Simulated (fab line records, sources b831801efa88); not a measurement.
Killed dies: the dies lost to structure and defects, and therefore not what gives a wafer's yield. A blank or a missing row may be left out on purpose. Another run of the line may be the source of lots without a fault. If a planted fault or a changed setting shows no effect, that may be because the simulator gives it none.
Matching of chambers + flow gf180mcu + rieDiel-04 running GF_PASSIVATION_ETCH_11: 4 sister chambers
The step etches the open film in CF4/O2, stops on TiN, target depth 1800 nm, time 400 s. 16 wafers are shown with their chamber, then 8 later ones without.

WAFERS WITH THEIR CHAMBER
| wafer  | chamber | drypumpMotorCurrentA (A) | O2_flow_sccm (sccm) | oesProductAu (a.u.) |
|--------|---------|--------------------------|---------------------|---------------------|
| L077.1 | 1       | 5.6                      | 10.03               | 0.957               |
| L077.3 | 2       | 5.3                      | 10.02               | 0.959               |
| L077.6 | 1       | 5.6                      | 9.99                | 0.974               |
| L078.1 | 1       | 5.6                      | 9.96                | 0.971               |
| L078.2 | 0       | 5.7                      | 10.00               | 0.976               |
| L078.5 | 0       | 5.6                      | 9.99                | 0.968               |
| L081.3 | 0       | 5.7                      | 9.96                | 0.958               |
| L081.5 | 0       | 5.6                      | 9.97                | 0.969               |
| L081.6 | 3       | 5.7                      | 9.98                | 0.985               |
| L083.1 | 1       | 5.6                      | 10.01               | 0.956               |
| L083.2 | 0       | 5.7                      | 9.97                | 0.972               |
| L083.4 | 2       | 5.2                      | 10.03               | 0.967               |
| L090.1 | 0       | 5.6                      | 9.98                | 0.955               |
| L090.2 | 2       | 5.3                      | 10.00               | 0.954               |
| L090.6 | 2       | 5.3                      | 10.01               | 0.956               |
| L091.2 | 3       | 5.8                      | 9.96                | 0.962               |

SIGNATURES (means of the wafers above)
| reading              | chamber 0 | chamber 1 | chamber 2 | chamber 3 | scatter within a chamber |
|----------------------|-----------|-----------|-----------|-----------|--------------------------|
| drypumpMotorCurrentA | 5.650     | 5.600     | 5.275     | 5.750     | 0.0479                   |
| O2_flow_sccm         | 9.9783    | 9.9975    | 10.0150   | 9.9700    | 0.0193                   |
| oesProductAu         | 0.96633   | 0.96450   | 0.95900   | 0.97350   | 0.00893                  |
Rule: distance of a wafer from a chamber = root of the sum over the readings of ((wafer's reading minus chamber's mean) / reading's scatter) squared. If the next closest chamber is less than 2 further off than the closest, the wafer can't be placed; otherwise it belongs to the closest. The scatter: the root of (the sum of the squares of (reading less its chamber's mean) over the shown wafers, divided by (wafers less chambers)).

WAFERS WITHOUT THEIR CHAMBER
| wafer  | drypumpMotorCurrentA (A) | O2_flow_sccm (sccm) | oesProductAu (a.u.) |
|--------|--------------------------|---------------------|---------------------|
| L091.4 | 5.3                      | 10.04               | 0.974               |
| L091.6 | 5.6                      | 9.99                | 0.957               |
| L094.2 | 5.7                      | 10.01               | 0.958               |
| L094.3 | 5.6                      | 10.04               | 0.962               |
| L094.5 | 5.8                      | 10.01               | 0.969               |
| L096.3 | 5.7                      | 9.97                | 0.963               |
| L096.5 | 5.8                      | 9.96                | 0.953               |
| L096.6 | 5.3                      | 10.01               | 0.961               |

EACH ONE'S CHAMBER
| wafer  | from the rows above          | in truth |
|--------|------------------------------|----------|
| L091.4 | 2                            | 2        |
| L091.6 | can't be placed: 1 or 0      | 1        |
| L094.2 | can't be placed: 0 or 1 or 3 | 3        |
| L094.3 | can't be placed: 1 or 0      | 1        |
| L094.5 | can't be placed: 3 or 0 or 1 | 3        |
| L096.3 | can't be placed: 0 or 3 or 1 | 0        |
| L096.5 | can't be placed: 3 or 0      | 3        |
| L096.6 | 2                            | 2        |
2 of 8 placed correctly. Not placeable from these rows: 6 (in 6, the candidates include the true chamber). 0 placed wrongly.
